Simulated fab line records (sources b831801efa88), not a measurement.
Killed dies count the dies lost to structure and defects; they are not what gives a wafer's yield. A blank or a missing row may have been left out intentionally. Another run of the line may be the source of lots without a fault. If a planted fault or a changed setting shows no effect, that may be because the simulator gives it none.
Struck lot and sound lot, side by side | flow sfq line | 42 out of 325 route steps
Sound: wafers L182.1, L182.5, L182.6. Struck: wafer L187.5; the same lot's L187.3 was not struck, so it is left out; see the end for the cause.
Per side, at each step with rows, come the tool, then ch with its chambers, and then its first start. Under that, the readings that differ: sound wafers | struck wafers | difference of the means | sigmas: that difference in standard deviations of wafers without a fault.
alike: same words and numbers on both sides, and readings whose means sit less than 2 such deviations apart. not compared: any withheld reading, any reading some wafer has no value for, any bound like >300 that may hide the same value, and any number with overlapping values for which the record gives no deviation.
A row with sigmas, a row that says differs or no value, or rows on one side alone: a step with any of these is where the two part. Numbers that don't overlap but have no deviation are shown without sigmas and don't part them. A reading missing from all wafers of one side parts the sides only when that side holds two or more wafers.

first, 6 steps without rows for these wafers: SFQ_TRILAYER_I0_VIA_LITHO_COAT_036 (resist thk 62 nm); SFQ_TRILAYER_I0_VIA_LITHO_COAT_031 (resist thk 650 nm); SFQ_TRILAYER_I0_VIA_LITHO_SOFTBAKE_035; SFQ_TRILAYER_I0_VIA_LITHO_EXPOSE_032 (exposes mask I0, target cd 500 nm); SFQ_TRILAYER_I0_VIA_LITHO_PEB_034 (peb time 60 s); SFQ_TRILAYER_I0_VIA_LITHO_DEVELOP_033 (time 60 s).
SFQ_I0_OVL_MEAS_908:
  sound on overlay-01 at day 21 12:17; struck on overlay-01 at day 23 08:58
  alike: I0_OVL
then, 5 steps without rows for these wafers: SFQ_TRILAYER_I0_VIA_BARC_OPEN_VIA_ETCH_046 (etches BARC in O2, target depth 125 nm, time 41.7 s); SFQ_TRILAYER_I0_VIA_ETCH_VIA_ETCH_034 (etches SiO2 in CHF3, stops on Nb, target depth 260 nm); SFQ_TRILAYER_I0_VIA_STRIP_STRIP_035 (strips in O2); SFQ_TRILAYER_I0_VIA_STRIP_SOLV_CLEAN_036 (cleans in NMP, time 600 s); SFQ_TRILAYER_M1_DEP_PRE_CLEAN_038 (time 22.5 s).
SFQ_TRILAYER_M1_DEP_SPUTTER_037: material Nb, target thk 200 nm, time 133.3 s.
  sound on pvd sputter-03 at day 21 13:18; struck on pvd sputter-03 at day 23 09:56
  reading                                             | sound             | struck | difference | sigmas
  model.Nb_of_TRILAYER_M1_DEP_SPUTTER_037.thk nm (nm) | 196.9 197.2 200.2 | 182    | -16        |
  alike: throttle valve pct
SFQ_M1_RS_MEAS_909: a four-point-probe measurement.
  sound on film metro-02 at day 21 13:23; struck on film metro-03 at day 23 10:04
  reading           | sound             | struck | difference | sigmas
  M1_NB_RS (ohm/sq) | 0.903 0.900 0.887 | 0.976  | +0.079     | +8
then, 6 steps without rows for these wafers: SFQ_TRILAYER_M1_LITHO_COAT_044 (resist thk 62 nm); SFQ_TRILAYER_M1_LITHO_COAT_039 (resist thk 600 nm); SFQ_TRILAYER_M1_LITHO_SOFTBAKE_043; SFQ_TRILAYER_M1_LITHO_EXPOSE_040 (exposes mask M1, target cd 500 nm); SFQ_TRILAYER_M1_LITHO_PEB_042 (peb time 60 s); SFQ_TRILAYER_M1_LITHO_DEVELOP_041 (time 60 s).
-- the record jumps here: 6 days lie between the struck wafers' starts before and after --
SFQ_M1_OVL_MEAS_911:
  sound on overlay-01 at day 28 01:43; struck on overlay-01 at day 29 19:43
  alike: M1_OVL
then, 1 step without rows for these wafers: SFQ_TRILAYER_M1_BARC_OPEN_METAL_ETCH_054 (etches BARC in O2, target depth 125 nm, time 41.7 s).
SFQ_TRILAYER_M1_ETCH_METAL_ETCH_042: etches Nb in Cl2/Ar, stops on SiO2, target depth 240 nm, time 120 s.
  sound on rie metal-02 ch 0,1, day 28 01:48; struck on rie metal-02 ch 0, day 29 19:50
  reading               | sound             | struck | difference | sigmas
  oes product au (a.u.) | 0.886 0.886 0.894 | 0.852  | -0.037     | -5
  alike: drypump motor current A, rf fwd power W
  not compared: rf hours counter h
SFQ_TRILAYER_M1_STRIP_STRIP_043: strips in O2.
  sound on rie metal-02 ch 0,1, day 28 01:56; struck on rie metal-02 ch 0, day 29 20:08
  alike: drypump motor current A, oes product au
  not compared: rf hours counter h
then, 2 steps without rows for these wafers: SFQ_TRILAYER_M1_STRIP_SOLV_CLEAN_044 (cleans in NMP, time 600 s); SFQ_TRILAYER_I1_DEP_PECVD_045 (deposits SiO2 from SiH4/N2O, time 111.11 s, target thk 500 nm).
SFQ_TRILAYER_I1_CMP_CMP_046: polishes SiO2.
  sound on cmp-02 ch 1,2,3, day 28 03:58; struck on cmp-01 ch 0, day 30 03:52
  alike: edge zone pressure frac, motor current A, time to endpoint s
SFQ_I1_BOW_MEAS_912:
  sound on film metro-04 at day 28 05:58; struck on film metro-01 at day 30 04:24
  alike: I1_BOW
SFQ_TRILAYER_I1_METRO_MEASURE_047:
  sound on film metro-04 at day 28 06:05; struck on film metro-01 at day 30 04:53
  alike: thk nm
then, 6 steps without rows for these wafers: SFQ_TRILAYER_I1_VIA_LITHO_COAT_054 (resist thk 62 nm); SFQ_TRILAYER_I1_VIA_LITHO_COAT_049 (resist thk 650 nm); SFQ_TRILAYER_I1_VIA_LITHO_SOFTBAKE_053; SFQ_TRILAYER_I1_VIA_LITHO_EXPOSE_050 (exposes mask I1, target cd 500 nm); SFQ_TRILAYER_I1_VIA_LITHO_PEB_052 (peb time 60 s); SFQ_TRILAYER_I1_VIA_LITHO_DEVELOP_051 (time 60 s).
-- the record jumps here: 6 days lie between the struck wafers' starts before and after --
SFQ_I1_OVL_MEAS_913:
  sound on overlay-02 at day 34 16:26; struck on overlay-02 at day 36 08:26
  alike: I1_OVL
SFQ_TRILAYER_I1_VIA_BARC_OPEN_VIA_ETCH_071: etches BARC in O2, target depth 125 nm, time 41.7 s.
  sound on rie diel-04 ch 2,3, day 34 16:28; struck on rie diel-01 ch 2, day 36 08:28
  alike: drypump motor current A, oes product au, rf fwd power W
  not compared: rf hours counter h
SFQ_TRILAYER_I1_VIA_ETCH_VIA_ETCH_052: etches SiO2 in CHF3, stops on Nb, target depth 260 nm.
  sound on rie diel-04 ch 2,3, day 34 16:31; struck on rie diel-01 ch 2, day 36 08:30
  alike: drypump motor current A, oes product au, rf fwd power W
then, 3 steps without rows for these wafers: SFQ_TRILAYER_I1_VIA_STRIP_STRIP_053 (strips in O2); SFQ_TRILAYER_I1_VIA_STRIP_SOLV_CLEAN_054 (cleans in NMP, time 600 s); SFQ_TRILAYER_M2_DEP_PRE_CLEAN_056 (time 22.5 s).
-- the record jumps here: 49 days lie between the struck wafers' starts before and after --
SFQ_M8_BOW_MEAS_951:
  sound on film metro-01 at day 84 18:38; struck on film metro-04 at day 85 18:21
  reading                 | sound                | struck | difference | sigmas
  model.etest.m1.ohm um   | 1.815 1.815 1.781    | 1.961  | +0.157     |
  model.etest.i0.link ohm | 1.974 1.964 1.954    | 2.049  | +0.085     |
  model.etest.i1.link ohm | 1.976 1.977 1.959    | 2.036  | +0.065     |
  model.etest.m1.ohm sq   | 0.9029 0.9019 0.8883 | 0.9773 | +0.0796    |
  alike: M8_BOW

== WHERE THEY PART ==
Earliest at SFQ_M1_RS_MEAS_909; latest, in this record, at SFQ_TRILAYER_M1_ETCH_METAL_ETCH_042. Later steps at which nothing parts them and some readings are alike: SFQ_TRILAYER_M1_STRIP_STRIP_043, SFQ_TRILAYER_I1_CMP_CMP_046, SFQ_I1_BOW_MEAS_912, SFQ_TRILAYER_I1_METRO_MEASURE_047, SFQ_I1_OVL_MEAS_913, SFQ_TRILAYER_I1_VIA_BARC_OPEN_VIA_ETCH_071, SFQ_TRILAYER_I1_VIA_ETCH_VIA_ETCH_052, SFQ_M8_BOW_MEAS_951.

WHY: the cause the simulator had injected
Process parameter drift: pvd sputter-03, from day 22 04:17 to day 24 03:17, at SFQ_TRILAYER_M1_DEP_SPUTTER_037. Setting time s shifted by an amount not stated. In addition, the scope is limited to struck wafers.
